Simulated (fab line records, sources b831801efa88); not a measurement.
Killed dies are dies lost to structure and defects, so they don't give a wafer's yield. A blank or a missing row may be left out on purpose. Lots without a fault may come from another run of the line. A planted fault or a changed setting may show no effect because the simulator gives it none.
Which tool did it? | flow gf180mcu | 11 lots, 33 wafers sampled, at 6 steps of a route of 602

WHAT THE GAUGES READ, wafer by wafer
GF_V2_OVL_MEAS_15.
lot  | measured     | on         | V2_OVL (nm)
L345 | day 20 16:05 | overlay-01 | 6 2 2
L348 | day 21 21:56 | overlay-02 | 4 -5 0
L349 | day 22 03:59 | overlay-02 | -1 -6 -2
L350 | day 22 12:47 | overlay-01 | -13 -6 -12
L356 | day 24 20:08 | overlay-01 | 2 3 9
L357 | day 25 05:38 | overlay-02 | -4 5 -8
L358 | day 25 13:08 | overlay-01 | 2 -9 1
L360 | day 25 22:56 | overlay-02 | -12 1 -4
L361 | day 26 06:20 | overlay-01 | -17 -4 -8
L363 | day 26 19:23 | overlay-01 | 2 -6 7
L367 | day 28 01:23 | overlay-02 | -10 -14 -9

GF_M3_CD_MEAS_14: target cd 280 nm.
lot  | measured     | on        | cd_nm (nm)
L345 | day 21 17:22 | cd_sem-02 | 282.3 282.2 282.9
L348 | day 22 22:34 | cd_sem-01 | 283.0 281.6 281.6
L349 | day 23 04:07 | cd_sem-01 | 278.9 279.0 279.2
L350 | day 23 13:44 | cd_sem-01 | 279.9 281.5 280.3
L356 | day 25 19:13 | cd_sem-01 | 280.9 280.0 280.5
L357 | day 26 04:48 | cd_sem-02 | 279.6 279.3 279.9
L358 | day 26 11:46 | cd_sem-01 | 279.6 280.0 279.3
L360 | day 26 21:22 | cd_sem-02 | 279.6 279.3 279.5
L361 | day 27 04:26 | cd_sem-02 | 277.2 278.5 277.8
L363 | day 27 17:23 | cd_sem-01 | 280.0 279.5 279.4
L367 | day 28 22:04 | cd_sem-01 | 280.2 280.3 280.3

GF_V3_RS_MEAS_24: measures by four-point-probe.
lot  | measured     | on            | V3_W_RS (ohm/sq)
L345 | day 22 19:24 | film_metro-04 | 0.336 0.329 0.331
L348 | day 23 23:52 | film_metro-02 | 0.475 0.456 0.458
L349 | day 24 04:46 | film_metro-02 | 0.478 0.469 0.479
L350 | day 24 13:46 | film_metro-04 | 0.322 0.321 0.322
L356 | day 26 18:03 | film_metro-02 | 0.337 0.338 0.338
L357 | day 27 03:35 | film_metro-04 | 0.334 0.330 0.333
L358 | day 27 10:26 | film_metro-02 | 0.328 0.331 0.327
L360 | day 27 19:47 | film_metro-01 | 0.333 0.327 0.326
L361 | day 28 02:38 | film_metro-04 | 0.320 0.324 0.320
L363 | day 28 15:04 | film_metro-02 | 0.336 0.338 0.335
L367 | day 29 19:04 | film_metro-01 | 0.331 0.329 0.328

GF_V3_THK_MEAS_25: measures by xrf.
lot  | measured     | on            | V3_W_THK (nm)
L345 | day 22 19:31 | film_metro-04 | 346 356 351
L348 | day 23 23:59 | film_metro-02 | 246 256 253
L349 | day 24 04:53 | film_metro-02 | 243 248 242
L350 | day 24 13:53 | film_metro-04 | 367 368 367
L356 | day 26 18:10 | film_metro-02 | 347 346 347
L357 | day 27 03:41 | film_metro-04 | 351 357 351
L358 | day 27 10:34 | film_metro-02 | 357 353 355
L360 | day 27 19:55 | film_metro-01 | 351 355 357
L361 | day 28 02:44 | film_metro-04 | 368 366 370
L363 | day 28 15:11 | film_metro-02 | 349 347 351
L367 | day 29 19:11 | film_metro-01 | 354 354 352

WHICH TOOL RAN EACH LOT (tool, then ch and the chambers of the sampled wafers, then the start)
lot  | GF_V2_SPUTTER_21             | GF_V3_CVD_23
L345 | pvd_sputter-02, day 20 16:47 | cvd_w-01 ch 0,1, day 22 19:17
L348 | pvd_sputter-04, day 21 22:38 | cvd_w-01 ch 0,1, day 23 23:45
L349 | pvd_sputter-04, day 22 04:43 | cvd_w-01 ch 0,1, day 24 04:39
L350 | pvd_sputter-01, day 22 13:50 | cvd_w-02 ch 0,1, day 24 13:40
L356 | pvd_sputter-04, day 24 20:50 | cvd_w-01 ch 1, day 26 17:56
L357 | pvd_sputter-01, day 25 06:22 | cvd_w-01 ch 0,1, day 27 03:28
L358 | pvd_sputter-02, day 25 13:53 | cvd_w-01 ch 0,1, day 27 10:20
L360 | pvd_sputter-01, day 25 23:41 | cvd_w-01 ch 0,1, day 27 19:41
L361 | pvd_sputter-01, day 26 07:04 | cvd_w-02 ch 0,1, day 28 02:30
L363 | pvd_sputter-02, day 26 20:11 | cvd_w-01 ch 0,1, day 28 14:56
L367 | pvd_sputter-04, day 28 02:08 | cvd_w-01 ch 0,1, day 29 18:57
- GF_V2_SPUTTER_21: material Ti, target thk 15 nm, time 80.02 s.
- GF_V3_CVD_23: deposits W, target thk 350 nm, time 104.9 s.

WHAT THE TOOLS THEMSELVES READ (means of the sampled wafers that have a number; where no wafer has one, the mark that the record gives instead)
GF_V2_SPUTTER_21.
lot  | tool           | throttle_valve_pct (%)
L345 | pvd_sputter-02 | 29.4
L348 | pvd_sputter-04 | 29.4
L349 | pvd_sputter-04 | 29.7
L350 | pvd_sputter-01 | 29.6
L356 | pvd_sputter-04 | 29.3
L357 | pvd_sputter-01 | 29.8
L358 | pvd_sputter-02 | 29.4
L360 | pvd_sputter-01 | 30.0
L361 | pvd_sputter-01 | 30.2
L363 | pvd_sputter-02 | 29.3
L367 | pvd_sputter-04 | 29.7

GF_V3_CVD_23.
lot  | tool     | heater_power_outer_w (W) | heater_power_w (W)
L345 | cvd_w-01 | 504                      | 768
L348 | cvd_w-01 | 509                      | 765
L349 | cvd_w-01 | 453                      | 723
L350 | cvd_w-02 | 586                      | 977
L356 | cvd_w-01 | 408                      | 715
L357 | cvd_w-01 | 452                      | 729
L358 | cvd_w-01 | 463                      | 741
L360 | cvd_w-01 | 510                      | 777
L361 | cvd_w-02 | 543                      | 859
L363 | cvd_w-01 | 456                      | 735
L367 | cvd_w-01 | 459                      | 735

THE ANSWER, worked out from the rows above alone
Rule: what is usual is taken from the lots themselves. Put in order of their means at a reading, lots are off if they are a third of the lots or fewer, leave a main group of 4 or more, and stand apart from it by a gap of 3 or more times the standard deviation of the main group's means; of several such gaps the widest counts. A main group whose means are all the same, to the digits that the tables above print for the reading, isn't used. A lot without any number at a reading at which 4 lots or more have one is off too. The other lots that the step has rows for count as sound. The gauges are gone through in route order, then the tools' own readings, and for those a lot's mean is taken as printed above. The first step at which some lot is off is used, and at that step the reading that is off furthest; a lot without a number counts as furthest.
Off: L348, L349, at GF_V3_RS_MEAS_24 (V3_W_RS). The main group: mean 0.330 ohm/sq, standard deviation 0.0053.
A tool fits if, at a process step before that reading, it ran every lot that is off, and no sound lot after the first of them. The gauges at GF_V3_RS_MEAS_24 are tried like those tools. None of those tried fits.

WHAT THE SIMULATOR HAD PUT IN
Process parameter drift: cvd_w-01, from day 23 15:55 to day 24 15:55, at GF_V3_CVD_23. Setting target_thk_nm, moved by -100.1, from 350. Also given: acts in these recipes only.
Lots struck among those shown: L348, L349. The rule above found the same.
